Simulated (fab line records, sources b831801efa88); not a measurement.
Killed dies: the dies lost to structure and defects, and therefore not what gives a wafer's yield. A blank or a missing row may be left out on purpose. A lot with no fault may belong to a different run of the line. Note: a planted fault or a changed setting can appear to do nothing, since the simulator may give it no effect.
fab line records	flow sky130
record: lots: 13	wafers: 39	last-day: 49
route steps=708 shown CONTACT@422 VIA3@593 METAL4@600 CAP2M@603 PAD_OPEN@708
lots that met no fault: taken from a fault-free run of the same line
start-h: start of the lot's first displayed wafer, in hours after the record's first day	wait-h: time in hours since the lot's previous step	" as in the row above	L1.1+2: a row that stands for several wafers	- no value, or no start was given	* or withheld: withheld	< > ~ a bound
route shown NAME@n: names a module that has steps shown in the file, with the first one's number in the route	usual: average and standard deviation across the fault-free wafers	same: alike in all rows	chamber/n: place in a boat	sites: readings site by site	_std_site: the values' standard deviation	_edge_site: the outer-site mean with the inner-site mean subtracted	radius-mm: for every site, how far away it sits from the centre of the wafer	mask NAME#n: copy n	behind: the last tool/chamber to shape the wafer	hold: the reason the lot was held/the length of the hold in hours/how it ended	device: the n, p or np transistor that did not switch	end of line: the tests these same wafers got at the end of their route	a step given without rows: its recipe and nothing more	killed: the dies lost at the first sort to structure and to defects; this is not the yield of the wafer	map: dies across one wafer; x = killed, . = not, _ = none there
set.NAME: setting as actually run; set.NAME@STEP: the setting as run at that earlier step	model.NAME: the simulator's own value behind a step, which no gauge read
route steps across a sampled set of lots; one table per step, one row per wafer
services: the hour from which a tool's chamber was out of use, counted from the record's first day as start-h (under 0 if before that day), plus the number of hours and why
== steps ==
step: SKY_CONTACT_ETCH_16
recipe: chemistry: N2/H2	target: BARC	ion-energy-ev: 200	source-w: 500	bias-w: 100	pressure-mtorr: 30	n2-flow-sccm: 100	h2-flow-sccm: 200	stop-on: SiO2	time-s: 45.9	target-depth-a: 600
usual: drypump-motor-current-A: 5.7/0.38	oes-product-au: 0.854/0.0048	throttle-valve-pct: 13.224/0.0093
lot.wafer	tool	chamber	start-h	wait-h	drypump-motor-current-A	oes-product-au	rf-hours-counter-h	throttle-valve-pct
L584.1	rie-diel-02	1	735.68	0.0	5.5	0.857	9	13.231
L584.2	"	0	"	"	5.9	0.860	38	13.212
L584.6	"	1	"	"	5.5	0.854	-	13.216
L585.1	rie-diel-01	3	745.89	0.0	6.4	0.855	21	13.222
L585.2	"	2	"	"	5.0	0.856	23	13.213
L585.6	"	1	"	"	5.4	0.864	-	13.233
L586.1	rie-diel-02	0	755.18	0.0	5.9	0.848	38	13.210
L586.3	"	3	"	"	5.5	0.859	26	13.227
L586.4	"	1	"	"	5.6	0.850	10	13.213
L587.1	rie-diel-04	2	762.04	0.0	5.9	0.851	36	13.237
L587.2	"	1	"	"	6.0	0.850	17	13.227
L587.6	"	3	"	"	6.1	0.862	-	13.213
L588.4	rie-diel-04	2	773.66	0.0	5.8	0.852	-	13.232
L588.5	"	1	"	"	6.0	0.854	-	13.217
L588.6	"	3	"	"	6.0	0.856	-	13.224
L590.2	rie-diel-04	3	788.34	0.0	6.0	0.862	10	13.219
L590.5	"	1	"	"	6.0	0.853	-	13.220
L590.6	"	0	"	"	6.1	0.854	-	13.233
L592.1	rie-diel-02	0	821.79	0.0	5.9	0.852	1	13.224
L592.2	"	1	"	"	5.5	0.852	12	13.236
L592.5	"	1	"	"	5.6	0.857	-	13.231
L593.1	rie-diel-04	0	823.29	0.0	6.1	0.851	1	13.227
L593.2	"	2	"	"	5.8	0.845	0	13.228
L593.5	"	1	"	"	6.0	0.855	-	13.224
L594.1	rie-diel-02	2	823.64	0.0	5.1	0.856	10	13.229
L594.4	"	1	"	"	5.6	0.855	12	13.231
L594.6	"	1	"	"	5.5	0.855	-	13.212
L595.1	rie-diel-01	2	827.99	0.0	5.0	0.856	26	13.235
L595.2	"	3	"	"	6.3	0.855	23	13.222
L595.3	"	1	"	"	5.4	0.859	8	13.222
L600.2	rie-diel-02	0	864.49	0.0	5.9	0.853	2	13.248
L600.4	"	1	"	"	5.5	0.852	-	13.216
L600.6	"	2	"	"	5.0	0.861	-	13.227
L601.1	rie-diel-04	3	868.49	0.0	6.0	0.860	12	13.211
L601.4	"	0	"	"	6.2	0.846	2	13.235
L601.5	"	2	"	"	5.8	0.842	-	13.223
L602.1	rie-diel-04	0	878.29	0.0	6.1	0.858	2	13.226
L602.5	"	0	"	"	6.1	0.853	-	13.234
L602.6	"	3	"	"	6.0	0.854	-	13.223
step: SKY_VIA3_SPUTTER_20
recipe: material: TiN	target-thk-nm: 20	chamber-pressure-pa: 5	power-w: 4000	time-s: 80
usual: throttle-valve-pct: 29.8/0.66
lot.wafer	tool	chamber	start-h	wait-h	throttle-valve-pct
L584.1	pvd-sputter-02	-	931.37	0.0	29.2
L584.2	"	-	"	"	29.9
L584.6	"	-	"	"	30.4
L585.1	pvd-sputter-02	-	942.79	0.0	30.5
L585.2	"	-	"	"	30.3
L585.6	"	-	"	"	30.1
L586.1	pvd-sputter-02	-	948.64	0.0	29.7
L586.3	"	-	"	"	30.7
L586.4	"	-	"	"	30.1
L587.1	pvd-sputter-02	-	956.97	0.0	29.3
L587.2	"	-	"	"	30.6
L587.6	"	-	"	"	29.9
L588.4	pvd-sputter-02	-	966.67	0.0	30.3
L588.5	"	-	"	"	29.9
L588.6	"	-	"	"	29.4
L590.2	pvd-sputter-02	-	978.28	0.0	29.9
L590.5	"	-	"	"	29.9
L590.6	"	-	"	"	29.3
L592.1	pvd-sputter-03	-	1008.04	0.0	30.6
L592.2	"	-	"	"	29.9
L592.5	"	-	"	"	29.8
L593.1	pvd-sputter-02	-	1009.02	0.0	30.6
L593.2	"	-	"	"	29.1
L593.5	"	-	"	"	29.8
L594.1	pvd-sputter-02	-	1010.52	0.0	30.7
L594.4	"	-	"	"	29.2
L594.6	"	-	"	"	30.3
L595.1	pvd-sputter-04	-	1015.49	0.0	29.6
L595.2	"	-	"	"	28.5
L595.3	"	-	"	"	29.6
L600.2	pvd-sputter-04	-	1048.42	0.0	29.3
L600.4	"	-	"	"	29.0
L600.6	"	-	"	"	29.4
L601.1	pvd-sputter-03	-	1050.09	0.0	30.5
L601.4	"	-	"	"	30.7
L601.5	"	-	"	"	30.2
L602.1	pvd-sputter-04	-	1057.05	0.0	29.5
L602.5	"	-	"	"	29.5
L602.6	"	-	"	"	29.0
step: SKY_METAL4_SPUTTER_02
recipe: material: AlCu	target-thk-nm: 735	power-w: 10600	time-s: 39.1	chamber-pressure-pa: 0.4
usual: throttle-valve-pct: 29.6/0.65
lot.wafer	tool	chamber	start-h	wait-h	throttle-valve-pct
L584.1	pvd-sputter-04	-	932.08	0.0	29.9
L584.2	"	-	"	"	29.4
L584.6	"	-	"	"	29.5
L585.1	pvd-sputter-01	-	943.50	0.0	29.1
L585.2	"	-	"	"	29.7
L585.6	"	-	"	"	29.4
L586.1	pvd-sputter-01	-	949.35	0.0	29.5
L586.3	"	-	"	"	29.1
L586.4	"	-	"	"	29.1
L587.1	pvd-sputter-04	-	957.68	0.0	29.3
L587.2	"	-	"	"	29.6
L587.6	"	-	"	"	29.5
L588.4	pvd-sputter-04	-	967.38	0.0	29.4
L588.5	"	-	"	"	29.3
L588.6	"	-	"	"	29.5
L590.2	pvd-sputter-02	-	979.34	0.0	29.8
L590.5	"	-	"	"	29.3
L590.6	"	-	"	"	29.8
L592.1	pvd-sputter-02	-	1008.75	0.0	29.4
L592.2	"	-	"	"	29.9
L592.5	"	-	"	"	30.2
L593.1	pvd-sputter-02	-	1009.73	0.0	30.5
L593.2	"	-	"	"	29.0
L593.5	"	-	"	"	29.9
L594.1	pvd-sputter-01	-	1011.23	0.0	30.8
L594.4	"	-	"	"	29.0
L594.6	"	-	"	"	29.0
L595.1	pvd-sputter-01	-	1016.20	0.0	31.0
L595.2	"	-	"	"	29.5
L595.3	"	-	"	"	29.1
L600.2	pvd-sputter-02	-	1049.19	0.0	30.2
L600.4	"	-	"	"	29.9
L600.6	"	-	"	"	30.2
L601.1	pvd-sputter-04	-	1050.80	0.0	29.6
L601.4	"	-	"	"	29.1
L601.5	"	-	"	"	29.0
L602.1	pvd-sputter-01	-	1057.76	0.0	30.9
L602.5	"	-	"	"	29.2
L602.6	"	-	"	"	29.7
step: SKY_CAP2M_CVD_00
recipe: material: SiO2	target-thk-nm: 15.5	temp-c: 400	time-s: withheld	rf-w: 450
usual: heater-power-w: 717/130
lot.wafer	tool	chamber	start-h	wait-h	heater-power-w
L584.1	pecvd-04	0	932.19	0.0	725
L584.2	"	1	"	"	631
L584.6	"	0	"	"	720
L585.1	pecvd-04	0	943.60	0.0	747
L585.2	"	1	"	"	625
L585.6	"	1	"	"	635
L586.1	pecvd-04	2	949.46	0.0	716
L586.3	"	1	"	"	666
L586.4	"	1	"	"	673
L587.1	pecvd-02	0	957.79	0.0	521
L587.2	"	1	"	"	968
L587.6	"	2	"	"	578
L588.4	pecvd-02	2	967.50	0.0	529
L588.5	"	0	"	"	508
L588.6	"	1	"	"	889
L590.2	pecvd-02	0	979.45	0.0	486
L590.5	"	2	"	"	603
L590.6	"	0	"	"	489
L592.1	pecvd-03	2	1008.85	0.0	972
L592.2	"	1	"	"	750
L592.5	"	0	"	"	631
L593.1	pecvd-04	0	1009.84	0.0	775
L593.2	"	2	"	"	750
L593.5	"	0	"	"	795
L594.1	pecvd-02	0	1011.34	0.0	541
L594.4	"	0	"	"	567
L594.6	"	1	"	"	985
L595.1	pecvd-03	0	1016.31	0.0	650
L595.2	"	2	"	"	1001
L595.3	"	1	"	"	751
L600.2	pecvd-03	1	1049.30	0.0	611
L600.4	"	1	"	"	622
L600.6	"	2	"	"	1000
L601.1	pecvd-03	1	1050.91	0.0	621
L601.4	"	2	"	"	934
L601.5	"	1	"	"	631
L602.1	pecvd-02	2	1057.87	0.0	622
L602.5	"	2	"	"	616
L602.6	"	1	"	"	820
step: SKY_PAD_OPEN_PROBE_99
usual: killed_at_M0_to_M3: 44/7.3	killed_at_M4_up: 3.3/1.8	killed-at-contacts: 24/5.3	killed-at-front-end: 16/5	killed-at-other: 0.2/0.51	killed-dies: 87/10	killed-open: 47/7.5	killed-short: 40/6.3
same: gross-dies: 492	killed-at-back-side: 0
lot.wafer	tool	chamber	start-h	wait-h	hold	killed_at_M0_to_M3	killed_at_M4_up	killed-at-contacts	killed-at-front-end	killed-at-other	killed-dies	killed-open	killed-short
L585.1	prober-01	-	1089.84	0.1	-	49	3	17	18	0	87	51	36
L585.2	prober-01	-	1089.89	0.1	-	37	4	27	11	0	79	44	35
L585.6	prober-01	-	1090.09	0.2	-	42	6	22	21	1	92	51	41
L587.1	prober-01	-	1099.25	0.1	-	44	2	21	20	0	87	54	33
L587.2	prober-01	-	1099.30	0.1	-	51	3	22	14	0	90	53	37
L587.6	prober-01	-	1099.50	0.2	-	55	4	16	15	0	90	42	48
L592.1	prober-02	-	1142.20	0.1	-	43	1	30	15	0	89	47	42
L592.2	prober-02	-	1142.25	0.1	-	54	3	24	13	0	94	42	52
L592.5	prober-02	-	1142.40	0.2	-	42	0	19	12	0	73	41	32
L594.1	prober-02	-	1144.50	0.1	-	40	5	14	21	0	80	37	43
L594.4	prober-02	-	1144.65	0.2	-	49	4	22	13	0	88	49	39
L594.6	prober-02	-	1144.75	0.2	-	39	3	20	19	0	81	40	41
L595.1	prober-01	-	1147.46	0.1	-	47	1	19	16	0	83	42	41
L595.2	prober-01	-	1147.51	0.1	-	46	6	20	10	0	82	38	44
L595.3	prober-01	-	1147.56	0.2	-	41	1	31	14	0	87	43	44
L600.2	prober-02	-	1176.30	0.1	-	40	3	25	13	0	81	38	43
L600.4	prober-02	-	1176.40	0.2	-	30	5	20	13	0	68	39	29
L600.6	prober-02	-	1176.50	0.2	-	53	4	37	14	0	108	58	50
L601.1	prober-01	-	1177.75	0.1	await-dispo/2.3h/release	38	4	91	11	0	144	33	34
L601.4	prober-01	-	1177.90	0.2	await-dispo/2.3h/release	53	3	61	7	0	124	51	39
L601.5	prober-01	-	1177.95	0.2	await-dispo/2.3h/release	35	5	71	17	0	128	47	34
L602.1	prober-02	-	1182.26	0.1	await-dispo/5.9h/release	43	3	53	18	0	117	51	34
L602.5	prober-02	-	1182.46	0.2	await-dispo/5.9h/release	40	5	58	13	0	116	53	27
L602.6	prober-02	-	1182.51	0.2	await-dispo/5.9h/release	36	1	87	8	0	132	39	28
killed by level:class
L585.1 VIA1:geometric-particle:short=9 VIA1:geometric-particle:open=9 VIA3:geometric-particle:open=9 LI_CONTACT:geometric-particle:open=7 VIA2:geometric-particle:open=6 POLY_GATE:geometric-particle:open=5 CONTACT:geometric-particle:open=5 VIA3:geometric-particle:short=5
L585.2 CONTACT:geometric-particle:open=10 VIA3:geometric-particle:open=7 LI_CONTACT:geometric-particle:open=6 CONTACT:geometric-particle:short=6 VIA1:geometric-particle:open=6 VIA1:geometric-particle:short=5 VIA2:geometric-particle:open=5 FIELD_ISO:geometric-particle:open=4
L585.6 CONTACT:geometric-particle:open=10 VIA3:geometric-particle:open=8 VIA1:geometric-particle:open=7 FIELD_ISO:geometric-particle:short=6 VIA2:geometric-particle:open=6 POLY_GATE:geometric-particle:open=5 METAL1:geometric-particle:short=5 LI_CONTACT:geometric-particle:open=4
L587.1 VIA1:geometric-particle:open=16 CONTACT:geometric-particle:open=9 METAL2:geometric-particle:short=7 VIA2:geometric-particle:open=7 FIELD_ISO:geometric-particle:short=5 VIA3:geometric-particle:open=5 FIELD_ISO:geometric-particle:open=4 POLY_GATE:geometric-particle:open=4
L587.2 VIA1:geometric-particle:open=12 VIA2:geometric-particle:open=10 CONTACT:geometric-particle:open=10 VIA3:geometric-particle:open=8 VIA1:geometric-particle:short=7 LI_CONTACT:geometric-particle:short=5 METAL2:geometric-particle:short=4 VIA2:geometric-particle:short=4
L587.6 VIA1:geometric-particle:open=13 VIA2:geometric-particle:open=10 METAL1:geometric-particle:short=9 FIELD_ISO:geometric-particle:short=6 METAL2:geometric-particle:short=5 POLY_GATE:geometric-particle:open=4 LOCAL_INTERCONNECT:geometric-particle:short=4 CONTACT:geometric-particle:open=4
L592.1 CONTACT:geometric-particle:open=11 VIA1:geometric-particle:open=9 LI_CONTACT:geometric-particle:open=7 METAL2:geometric-particle:short=7 VIA1:geometric-particle:short=7 VIA2:geometric-particle:open=6 CONTACT:geometric-particle:short=6 FIELD_ISO:geometric-particle:short=5
L592.2 VIA1:geometric-particle:open=13 CONTACT:geometric-particle:open=8 VIA1:geometric-particle:short=8 METAL2:geometric-particle:short=8 METAL1:geometric-particle:short=6 VIA3:geometric-particle:open=6 FIELD_ISO:geometric-particle:short=5 POLY_GATE:geometric-particle:short=4
L592.5 VIA1:geometric-particle:open=8 VIA2:geometric-particle:open=8 VIA3:geometric-particle:open=8 CONTACT:geometric-particle:open=7 CONTACT:geometric-particle:short=6 POLY_GATE:geometric-particle:short=5 METAL2:geometric-particle:short=4 POLY_GATE:geometric-particle:open=4
L594.1 VIA1:geometric-particle:open=8 POLY_GATE:geometric-particle:short=5 CONTACT:geometric-particle:open=5 METAL1:geometric-particle:short=5 METAL2:geometric-particle:short=5 VIA2:geometric-particle:short=5 METAL3:geometric-particle:short=5 FIELD_ISO:geometric-particle:open=4
L594.4 VIA1:geometric-particle:open=9 VIA3:geometric-particle:open=9 METAL2:geometric-particle:short=8 VIA2:geometric-particle:open=8 LI_CONTACT:geometric-particle:open=7 POLY_GATE:geometric-particle:open=5 LOCAL_INTERCONNECT:geometric-particle:short=5 FIELD_ISO:geometric-particle:open=4
L594.6 VIA1:geometric-particle:open=10 METAL2:geometric-particle:short=10 LI_CONTACT:geometric-particle:open=8 FIELD_ISO:geometric-particle:short=5 FIELD_ISO:geometric-particle:open=4 POLY_GATE:geometric-particle:open=4 POLY_GATE:geometric-particle:short=3 VIA1:geometric-particle:short=3
L595.1 VIA2:geometric-particle:open=9 VIA1:geometric-particle:open=9 METAL2:geometric-particle:short=9 LI_CONTACT:geometric-particle:open=6 CONTACT:geometric-particle:open=5 METAL1:geometric-particle:short=5 VIA3:geometric-particle:open=4 FIELD_ISO:geometric-particle:open=3
L595.2 METAL1:geometric-particle:short=11 VIA1:geometric-particle:open=9 VIA3:geometric-particle:open=7 CONTACT:geometric-particle:open=6 CONTACT:geometric-particle:short=5 METAL4:geometric-particle:short=4 LI_CONTACT:geometric-particle:open=4 LOCAL_INTERCONNECT:geometric-particle:short=4
L595.3 CONTACT:geometric-particle:open=11 CONTACT:geometric-particle:short=8 FIELD_ISO:geometric-particle:short=7 VIA3:geometric-particle:open=7 LI_CONTACT:geometric-particle:open=6 VIA2:geometric-particle:open=6 METAL2:geometric-particle:short=6 METAL1:geometric-particle:short=5
L600.2 POLY_GATE:geometric-particle:short=8 VIA3:geometric-particle:short=8 CONTACT:geometric-particle:open=7 VIA2:geometric-particle:open=6 LOCAL_INTERCONNECT:geometric-particle:short=5 LI_CONTACT:geometric-particle:open=5 METAL2:geometric-particle:short=5 VIA3:geometric-particle:open=5
L600.4 CONTACT:geometric-particle:open=9 VIA1:geometric-particle:open=7 VIA3:geometric-particle:open=5 POLY_GATE:geometric-particle:short=4 LI_CONTACT:geometric-particle:open=4 LOCAL_INTERCONNECT:geometric-particle:short=4 METAL1:geometric-particle:short=4 POLY_GATE:geometric-particle:open=3
L600.6 VIA1:geometric-particle:open=12 LI_CONTACT:geometric-particle:open=11 CONTACT:geometric-particle:open=10 CONTACT:geometric-particle:short=9 METAL2:geometric-particle:short=8 VIA3:geometric-particle:open=8 METAL1:geometric-particle:short=6 VIA2:geometric-particle:open=6
L601.1 CONTACT:unspecified=77 VIA1:geometric-particle:open=10 METAL1:geometric-particle:short=7 CONTACT:geometric-particle:open=6 METAL2:geometric-particle:short=6 LI_CONTACT:geometric-particle:open=4 METAL4:geometric-particle:short=4 FIELD_ISO:geometric-particle:short=3
L601.4 CONTACT:unspecified=34 VIA1:geometric-particle:open=12 VIA3:geometric-particle:open=11 CONTACT:geometric-particle:open=9 LI_CONTACT:geometric-particle:open=8 METAL1:geometric-particle:short=8 VIA2:geometric-particle:open=6 METAL2:geometric-particle:short=5
L601.5 CONTACT:unspecified=47 CONTACT:geometric-particle:open=13 VIA1:geometric-particle:open=12 METAL1:geometric-particle:short=6 POLY_GATE:geometric-particle:short=5 METAL4:geometric-particle:short=5 POLY_GATE:geometric-particle:open=4 VIA2:geometric-particle:open=4
L602.1 CONTACT:unspecified=30 VIA1:geometric-particle:open=11 FIELD_ISO:geometric-particle:open=9 CONTACT:geometric-particle:open=8 LI_CONTACT:geometric-particle:open=7 VIA3:geometric-particle:open=7 VIA2:geometric-particle:open=6 VIA1:geometric-particle:short=5
L602.5 CONTACT:unspecified=36 VIA1:geometric-particle:open=11 LOCAL_INTERCONNECT:geometric-particle:short=6 CONTACT:geometric-particle:open=6 METAL1:geometric-particle:short=6 VIA2:geometric-particle:open=6 VIA3:geometric-particle:open=6 FIELD_ISO:geometric-particle:open=5
L602.6 CONTACT:unspecified=65 VIA1:geometric-particle:open=12 CONTACT:geometric-particle:open=7 VIA3:geometric-particle:open=6 CONTACT:geometric-particle:short=5 LI_CONTACT:geometric-particle:open=5 METAL1:geometric-particle:short=5 VIA2:geometric-particle:open=4
== services ==
tool	chamber	start-h	hours	kind
pecvd-02	2	729.84	4.0	repair
rie-diel-04	3	733.13	9.9	repair
rie-diel-02	0	740.35	6.1	repair
rie-diel-04	-	742.72	1.7	repair
pecvd-02	1	743.23	4.2	repair
pvd-sputter-02	-	767.07	1.0	repair
pecvd-02	-	777.21	0.8	pm
pvd-sputter-02	-	794.50	20.5	repair
pecvd-02	0	794.77	4.6	repair
pecvd-04	-	818.91	6.0	pm
rie-diel-04	0	828.41	6.8	repair
pvd-sputter-02	-	831.49	20.7	repair
pecvd-04	2	836.66	10.8	repair
rie-diel-04	-	842.36	15.6	pm
pecvd-03	-	874.35	106.0	repair
rie-diel-04	2	877.99	6.4	repair
pvd-sputter-02	-	885.51	20.8	repair
rie-diel-02	-	962.46	2.8	pm
rie-diel-04	1	973.20	5.4	repair
pecvd-02	-	984.10	0.9	repair
rie-diel-02	2	992.94	3.8	repair
pvd-sputter-01	-	996.94	1.3	repair
pecvd-04	1	1047.64	3.6	repair
pecvd-03	-	1055.43	6.0	pm
== key ==
first-sign: step: SKY_PAD_OPEN_PROBE_99	reading: killed-at-contacts	direction: up	sigmas: 8.8	usual: 24	struck: 70
effect: step: SKY_PAD_OPEN_PROBE_99	reading: killed-dies	direction: up	sigmas: 3.9	usual: 87	struck: 127
met-at SKY_CONTACT_ETCH_16
struck-lots L601,L602
tester-left-out L601,L602
not-acting-at SKY_VIA3_SPUTTER_20,SKY_METAL4_SPUTTER_02,SKY_CAP2M_CVD_00
onset-between 823.29 868.49
also-fits time
fault: kind: chamber-particle-source	tool: rie-diel-04	chamber: -	onset-h: 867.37	steps: SKY_CONTACT_ETCH_16	rate-per-visit-cm2: 2.2022	end-h: 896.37
tester-left-out: of these lots the tester's yield and bins aren't shown, on N5 and GAA mostly nor the transistor test; their killed dies are dies lost to structure and defects alone, not to doping, threshold or leakage, so they don't give the yield
